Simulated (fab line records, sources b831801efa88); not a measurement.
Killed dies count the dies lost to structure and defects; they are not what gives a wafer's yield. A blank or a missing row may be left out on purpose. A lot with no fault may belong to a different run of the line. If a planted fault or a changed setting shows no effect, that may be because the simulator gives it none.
A struck lot beside a sound one ; flow sky130 ; 18 out of 708 route steps
Sound: the wafers L737.1, L737.2, L737.4. Struck: wafers L731.4, L731.6. (L731.5 of the same lot was not struck and is left out.) The cause comes at the end.
Each step with rows lists, per side, the tool, then ch with its chambers, then its first start. Under that, the readings that differ: sound wafers ; struck wafers ; difference of the means ; sigmas: that difference in standard deviations of wafers without a fault.
alike: readings whose means differ by less than 2 such deviations, and words and numbers that are the same on both sides. not compared: withheld readings, readings that some wafer has no value for, bounds like >300 that may hide the same value, and numbers for which the record gives no deviation and whose values overlap.
The two part at a step that has a row with sigmas, a row that says differs or no value, or rows on one side only. Numbers that have no deviation but don't overlap get no sigmas and don't part them. Lack of a reading on every wafer of one side parts them only where that side has two or more wafers.

first, 5 steps without rows for these wafers: SKY_VIA4_COAT_06 (resist thk 1140 nm); SKY_VIA4_SOFTBAKE_07 (time 60 s); SKY_VIA4_EXPOSE_08 (exposes mask VIM4, target cd 800 nm); SKY_VIA4_PEB_09; SKY_VIA4_DEVELOP_10 (develop time 60 s).
SKY_VIA4_OVL_MEAS_11:
  sound on overlay-02, day 47 05:08; struck on overlay-01, day 45 15:16
  alike: VIA4_OVL
SKY_VIA4_ETCH_12: etches SiO2 in C4F8/O2/Ar, stops on TiN, target depth 580 nm.
  sound on rie diel-01 ch 0,2,3, day 47 05:10; struck on rie diel-01 ch 0,1, day 45 15:16
  alike: oes product au
SKY_VIA4_STRIP_13: strips in O2/N2.
  sound on plasma asher-01 ch 0,1, day 47 05:15; struck on plasma asher-04 ch 0,1, day 45 15:23
  alike: drypump motor current A, oes product au, strip time to endpoint s
  not compared: rf hours counter h
then, 3 steps without rows for these wafers: SKY_VIA4_STRIP_14 (strips in post etch residue remover, time 1200 s); SKY_VIA4_CLEAN_15 (cleans in IPA, time 180 s); SKY_VIA4_CLEAN_16 (cleans in O3/DIW).
SKY_VIA4_SPUTTER_17: material TiN, target thk 20 nm, time 80 s.
  sound on pvd sputter-01, day 47 05:53; struck on pvd sputter-01, day 45 15:57
  alike: throttle valve pct
SKY_VIA4_CVD_18: deposits W, target thk 505 nm, time 152.14 s.
  sound on cvd w-01 ch 0,1, day 47 05:56; struck on cvd w-02 ch 1, day 45 16:04
reading;sound;struck;difference;sigmas
model.W_of_VIA4_CVD_18.thk nm (nm);514.8 502.5 510.2;803.9 806.5;+296.0;
  alike: chamber pressure Torr, heater power w
SKY_VIA4_RS_MEAS_19: measurement is done with a four-point probe.
  sound on film metro-03, day 47 06:05; struck on film metro-03, day 45 16:13
reading;sound;struck;difference;sigmas
VIA4_W_RS (ohm/sq);0.2226 0.2276 0.2246;0.1419 0.1420;-0.0830;-32
SKY_VIA4_THK_MEAS_20: measures by xrf.
  sound on film metro-03, day 47 06:13; struck on film metro-03, day 45 16:19
reading;sound;struck;difference;sigmas
VIA4_W_THK (nm);528 514 520;838 836;+316;+45
SKY_VIA4_CMP_21: polishes, stops on SiO2, t overpolish 25 s, target thk 0 nm.
  sound on cmp-01 ch 0,1,3, day 47 06:16; struck on cmp-01 ch 2,3, day 45 16:20
reading;sound;struck;difference;sigmas
time to endpoint s (s);129 119 121;197 195;+73;+17
  alike: motor current A, platen rpm, retaining ring pressure frac
SKY_METAL5_SPUTTER_00: material Ti, target thk 15 nm, time 10 s.
  sound on pvd sputter-04, day 47 06:34; struck on pvd sputter-02, day 45 16:38
  alike: throttle valve pct
SKY_PAD_OPEN_PROBE_99:
  the record holds rows for the sound wafers here (prober-02, day 49 17:34) but none for the struck ones

## WHERE THEY PART
Last at SKY_PAD_OPEN_PROBE_99 as far as this record goes, first at SKY_VIA4_RS_MEAS_19.

WHY: the cause the simulator had injected
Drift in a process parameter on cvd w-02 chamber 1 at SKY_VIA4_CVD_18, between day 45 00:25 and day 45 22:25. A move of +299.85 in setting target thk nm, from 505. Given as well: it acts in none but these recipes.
